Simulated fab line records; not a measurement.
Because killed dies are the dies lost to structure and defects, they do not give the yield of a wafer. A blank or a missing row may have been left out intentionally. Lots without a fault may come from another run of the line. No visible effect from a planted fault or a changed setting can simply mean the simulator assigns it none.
A struck lot beside a sound one ; flow sky130 ; 20 steps out of a route of 708
Sound: these wafers, L294.3, L294.4, L294.5. Wafers L300.1, L300.2, L300.5 were the ones struck. At the end, the cause is stated.
For every step that has rows: the tool of each side, followed by ch and its chambers, followed by its first start. Under that, the readings that differ: sound wafers ; struck wafers ; difference of the means ; sigmas: that difference in standard deviations of wafers without a fault.
alike: words and numbers the same on both sides, and readings whose means are apart by under 2 such deviations; not compared: readings that were withheld, readings missing a value for some wafer, numbers with overlapping values and no deviation given by the record, and bounds like >300 which may hide the same value.
A row with sigmas, a row that says differs or no value, or rows on one side alone: a step with any of these is where the two part. When numbers do not overlap yet have no deviation, they are printed without sigmas and do not part them. A reading missing from all wafers of one side parts the sides only when that side holds two or more wafers.

SKY_SONOS_TUNNEL_TW_MEAS_12:
  sound on film_metro-04, day 13 14:10; struck on film_metro-04, day 15 19:57
  alike: SONOS_TUNNEL_TW
then, 2 steps without rows for these wafers: SKY_SONOS_TUNNEL_CLEAN_13 (cleans in dHF, time 20 s); SKY_SONOS_ONO_OXIDATION_00 (stabilise 600 s, purge 300 s, target thk 2.6 nm).
SKY_SONOS_ONO_THK_MEAS_01:
  sound on film_metro-02, day 13 15:35; struck on film_metro-01, day 15 22:47
  alike: SONOS_ONO_OXIDATION_THK
then, 1 step without rows for these wafers: SKY_SONOS_ONO_CVD_02 (deposits Si3N4 from DCS/NH3, target thk 10.5 nm, time 180 s).
SKY_SONOS_ONO_THK_MEAS_03:
  sound on film_metro-03, day 13 16:42; struck on film_metro-03, day 16 01:55
reading;sound;struck;difference;sigmas
SONOS_ONO_CVD_02_THK (nm);10.50 10.60 10.52;10.24 10.21 10.16;-0.34;-3
then, 1 step without rows for these wafers: SKY_SONOS_ONO_CVD_04 (deposits SiO2 from SiH4/N2O, target thk 5.7199 nm).
SKY_SONOS_ONO_THK_MEAS_05:
  sound on film_metro-02, day 13 18:01; struck on film_metro-01, day 16 03:13
  alike: SONOS_ONO_CVD_04_THK
then, 4 steps without rows for these wafers: SKY_SONOS_ONO_DEHYDRATE_06 (time 60 s); SKY_SONOS_ONO_HMDS_07 (prime time 60 s); SKY_SONOS_ONO_COAT_08 (resist thk 1140 nm); SKY_SONOS_ONO_SOFTBAKE_09 (time 60 s).
SKY_SONOS_ONO_EXPOSE_10: exposes mask ONOM, target cd 410 nm.
  sound on iline_stepper-02 ch 0, day 14 07:24; struck on iline_stepper-02 ch 0, day 16 16:46
reading;sound;struck;difference;sigmas
exposure_dose_mJ_cm2;149.75 149.91 150.20;156.56 156.57 156.56;+6.61;+44
  alike: mask
then, 2 steps without rows for these wafers: SKY_SONOS_ONO_PEB_11; SKY_SONOS_ONO_DEVELOP_12 (develop time 60 s).
SKY_SONOS_ONO_CD_MEAS_13: the cd target is 410 nm.
  sound on cd_sem-02, day 14 20:16; struck on cd_sem-01, day 17 06:20
reading;sound;struck;difference;sigmas
cd_nm (nm);407.1 407.7 409.5;398.4 399.2 398.0;-9.6;-5
SKY_SONOS_ONO_OVL_MEAS_14:
  sound on overlay-02, day 14 20:22; struck on overlay-01, day 17 06:27
  alike: SONOS_ONO_OVL
SKY_SONOS_ONO_ETCH_15: etches the open film in CHF3/O2, target depth 19.52 nm, time 7.8 s.
  sound on rie_diel-04 ch 0,1,3, day 14 20:23; struck on rie_diel-02 ch 0,1,2, day 17 06:29
reading;sound;struck;difference;sigmas
model.SONOS_ONO.cd_nm (nm);407 407.7 409.7;398.5 399 398.1;-9.6;
  alike: chamber_pressure_mTorr, drypump_motor_current_A, oes_product_au, throttle_valve_pct
  not compared: rf_hours_counter_h
then, 1 step without rows for these wafers: SKY_SONOS_ONO_WET_ETCH_16 (etches SiO2 in dHF, target depth 14 nm, time 280 s).
-- a jump in the record: the struck wafers' starts before and after are 32 days apart (it breaks off in module SONOS_ONO and resumes in module PAD_OPEN, where the first step shown is number 708 of the route) --
SKY_PAD_OPEN_PROBE_99:
  only the struck wafers here have rows in the record (prober-02, day 49 04:30); the sound ones have none

== WHERE THEY PART ==
Last at SKY_PAD_OPEN_PROBE_99 as far as this record goes, first at SKY_SONOS_ONO_THK_MEAS_03.

WHY: whatever the simulator had introduced
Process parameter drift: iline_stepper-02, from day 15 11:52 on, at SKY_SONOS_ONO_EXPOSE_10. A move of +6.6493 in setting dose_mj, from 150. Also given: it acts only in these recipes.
